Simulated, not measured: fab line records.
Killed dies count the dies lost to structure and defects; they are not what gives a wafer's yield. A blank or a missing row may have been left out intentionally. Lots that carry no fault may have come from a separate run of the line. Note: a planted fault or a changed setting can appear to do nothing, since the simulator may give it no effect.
Code-filled problem report in 8D (eight disciplines) form || flow gf180mcu || the parts of the form that need people (team, actions taken, sign-off) are left out

## 1. THE ISSUE
time_to_endpoint_s at GF_V4_CMP_04 reads a mean of 44 s on 9 wafers of 3 lots; wafers without a fault read 81 s with a standard deviation of 5.4. Relative to the usual mean, that is a shift of -6.9 standard deviations.
The step: polishes SiO2.
First seen on wafer L580.3, day 27 12:11, on cmp-01. The record holds 39 wafers of 13 lots with a number at this step. Rule for "out", or "out of limits": more than 4 standard deviations from the usual mean. The other wafers with a number count as sound.

## 2. WHAT THIS IS AND IS NOT
{"question": "which readings at this step", "is": "time_to_endpoint_s", "is not": "motor_current_A"}
{"question": "which lots", "is": "L580, L582, L583", "is not": "L568, L569, L571, L572, L573, L574, L584, L588, L589, L591"}
{"question": "which wafers of those lots", "is": "all that have a number", "is not": "-"}
{"question": "read on which tools", "is": "cmp-01", "is not": "cmp-02"}
{"question": "when", "is": "from day 27 12:11", "is not": "up to then (18 sound wafers); but 12 sound wafers of L584, L588, L589, L591 came after"}

## 3. THE SUSPECTS, EACH WITH WHAT RULES IT OUT
Counting: any tool at a process step up to the reading is kept as a suspect provided that every lot that is out went through it and no sound lot did after the first of them.
- cmp-01 at GF_V4_CMP_04 (polishes SiO2): kept. It processed each lot that is out, first L580 at day 27 12:11, and no sound lot thereafter; up to then, the last sound lot it processed was L573 at day 25 11:16. Its own time_to_endpoint_s readings are out on those wafers.
Left after counting: cmp-01 at GF_V4_CMP_04.

## 4. THE CAUSE (what the simulator had put in)
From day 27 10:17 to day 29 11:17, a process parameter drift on cmp-01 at GF_V4_CMP_04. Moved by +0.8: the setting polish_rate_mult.
Only this tool survived the counting.

## 5. THE EFFECT CHAIN, in route order
Rows list readings where the struck wafers' mean (over those with a number) sits beyond 3 standard deviations from the usual. Only readings whose record carries a usual standard deviation are examined. hours: median over the lots of the time between each lot's start at the first step of this table that gives one and its start at this step. sigmas: the change, counted in usual standard deviations.
{"hours": 0, "step": "GF_V4_CMP_04", "reading": "time_to_endpoint_s", "usual": "81 s", "on struck wafers": 44, "change": -37, "sigmas": -6.9}
The process steps in it:
- GF_V4_CMP_04: polishes SiO2.
At these later measuring or inspecting steps, every struck wafer for which the step has a row has a number for every such reading, and none has moved that far: GF_V4_OVL_MEAS_15.

## 6. WHAT WOULD HAVE CAUGHT IT SOONER
In this record no reading fell out of limits until day 27 12:11, 2 hours after the fault had begun at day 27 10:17.
